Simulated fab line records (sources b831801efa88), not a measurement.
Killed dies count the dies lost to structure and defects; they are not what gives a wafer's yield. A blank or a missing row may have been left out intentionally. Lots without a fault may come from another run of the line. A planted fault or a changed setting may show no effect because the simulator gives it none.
Which tool was responsible?	flow sky130	7 lots, 21 wafers sampled, at 3 steps of a route of 708

== WHAT THE GAUGES SHOWED, per wafer ==
SKY_CAPM_THK_MEAS_04: measures by xrf.
lot	measured	on	CAPM_TIN_THK (nm)
L996	day 38 13:35	film_metro-03	201.1 200.6 199.5
L994	day 38 18:53	film_metro-03	198.9 199.5 200.3
L104	day 40 15:10	film_metro-03	200.6 197.5 201.4
L106	day 41 05:39	film_metro-02	199.8 201.1 202.9
L108	day 41 20:03	film_metro-03	197.4 199.8 200.8
L109	day 42 10:08	film_metro-03	204.0 201.8 205.6
L113	day 43 04:26	film_metro-03	198.6 199.4 196.0

== TOOL THAT RAN EACH LOT (tool first, then ch and the chambers of the sampled wafers, then the start) ==
lot	SKY_METAL3_SPUTTER_04	SKY_CAPM_CVD_00
L996	pvd_sputter-03, day 38 13:14	pecvd-03 ch 0,2, day 38 13:17
L994	pvd_sputter-03, day 38 18:32	pecvd-04 ch 0,1, day 38 18:35
L104	pvd_sputter-02, day 40 14:49	pecvd-03 ch 0,1,2, day 40 14:52
L106	pvd_sputter-01, day 41 05:16	pecvd-03 ch 2, day 41 05:19
L108	pvd_sputter-01, day 41 19:40	pecvd-01 ch 0,1,2, day 41 19:43
L109	pvd_sputter-02, day 42 09:44	pecvd-04 ch 0,1, day 42 09:47
L113	pvd_sputter-03, day 43 03:59	pecvd-04 ch 0,2, day 43 04:03
- SKY_METAL3_SPUTTER_04: material TiN, target thk 70 nm, time 58.3 s.
- SKY_CAPM_CVD_00: deposits SiO2, target thk 15.5 nm.

== THE ANSWER, worked out from the rows above alone ==
Rule: usual is defined by the lots themselves. Put in order of their means at a reading, lots are off if they are a third of the lots or fewer, leave a main group of 4 or more, and stand apart from it by a gap of 3 or more times the standard deviation of the main group's means; of several such gaps the widest counts. Not used: any main group whose means are identical at the precision the tables above print for the reading. Also off: a lot with no number at a reading for which 4 or more lots have one. Any other lot the step has rows for is counted as sound.
Across all readings shown, no lot is off: no conclusion can be drawn from this.

== WHAT THE SIMULATOR PUT IN ==
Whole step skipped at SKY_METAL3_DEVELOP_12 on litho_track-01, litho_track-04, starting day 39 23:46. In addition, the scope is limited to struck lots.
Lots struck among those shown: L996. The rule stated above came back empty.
